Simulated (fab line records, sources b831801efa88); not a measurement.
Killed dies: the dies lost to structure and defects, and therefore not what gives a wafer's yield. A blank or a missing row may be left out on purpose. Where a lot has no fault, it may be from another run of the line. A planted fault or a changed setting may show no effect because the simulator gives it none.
Split-lot study	flow sky130	23 wafers read across 5 lots, on a route 708 steps long

## SPLIT DETAILS
At SKY_GATE_OXIDE_OXIDATION_01 (stabilise 600 s, purge 300 s, target thk 10.268 nm), the setting temp_c was moved away from the recipe's 900 C on 15 of the 23 wafers read, by -2.7% to -1.6%. The other wafers ran this setting at the recipe's value.

No step appears in the file between the split and the reading.

## THE READING
Values of GATE_OXIDE_OXIDATION_00_THK in nm from SKY_GATE_OXIDE_THK_MEAS_02. A value of 10.28 nm with a standard deviation of 0.15 nm is what fault-free wafers of this fab line usually give.

wafer	tool, chamber at the split	temp_c as run, C	against the recipe	GATE_OXIDE_OXIDATION_00_THK, nm	against lot-mates on the recipe
L074.1	-, -	875.8	-2.7%	8.03	no lot-mate on the recipe
L074.2	-, -	875.8	-2.7%	7.88	no lot-mate on the recipe
L074.4	-, -	875.8	-2.7%	8.07	no lot-mate on the recipe
L074.5	-, -	875.8	-2.7%	8.02	no lot-mate on the recipe
L074.6	-, -	875.8	-2.7%	7.78	no lot-mate on the recipe
L078.1	-, -	900	recipe	10.15	-
L078.2	-, -	900	recipe	10.28	-
L078.3	-, -	900	recipe	10.24	-
L078.5	-, -	900	recipe	10.13	-
L078.6	-, -	900	recipe	10.13	-
L080.1	furnace-02, 0	900	recipe	10.30	-
L080.3	furnace-02, 0	900	recipe	10.28	-
L080.6	furnace-02, 0	900	recipe	10.26	-
L082.1	-, -	885.7	-1.6%	8.88	no lot-mate on the recipe
L082.3	-, -	885.7	-1.6%	8.76	no lot-mate on the recipe
L082.4	-, -	885.7	-1.6%	8.83	no lot-mate on the recipe
L082.5	-, -	885.7	-1.6%	8.63	no lot-mate on the recipe
L082.6	-, -	885.7	-1.6%	8.80	no lot-mate on the recipe
L085.1	-, -	881.9	-2.0%	8.51	no lot-mate on the recipe
L085.2	-, -	881.9	-2.0%	8.58	no lot-mate on the recipe
L085.4	-, -	881.9	-2.0%	8.32	no lot-mate on the recipe
L085.5	-, -	881.9	-2.0%	8.37	no lot-mate on the recipe
L085.6	-, -	881.9	-2.0%	8.48	no lot-mate on the recipe

THE FIT
A straight line over all 23 wafers: GATE_OXIDE_OXIDATION_00_THK changes by +0.856 nm for each +1% of temp_c; r = +0.99; the points scatter about the line by 0.1 nm.
Too few moved wafers with a lot-mate on the recipe to fit a line net of each lot's own level.

## THE WHOLE CHAIN: every reading that the file lists as answering this split, in the file's order
step	what it does	reading	change (the file's fit)	r (the file's)
SKY_GATE_OXIDE_OXIDATION_01	stabilise 600 s, purge 300 s, target thk 10.268 nm	SiO2_of_GATE_OXIDE_OXIDATION_01.thk_nm (the simulator's own value, which no gauge read)	+0.858 nm for each +1% of the setting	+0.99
SKY_GATE_OXIDE_THK_MEAS_02		GATE_OXIDE_OXIDATION_00_THK	+0.855 for each +1% of the setting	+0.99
SKY_GATE_OXIDE_OXIDATION_16	stabilise 600 s, purge 300 s, target thk 3.57 nm	SiO2_of_GATE_OXIDE_OXIDATION_01.thk_nm (the simulator's own value, which no gauge read)	+0.809 nm for each +1% of the setting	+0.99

## FILE'S OWN FIT
GATE_OXIDE_OXIDATION_00_THK changes by +0.855 nm for each +1% of temp_c, r = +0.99.
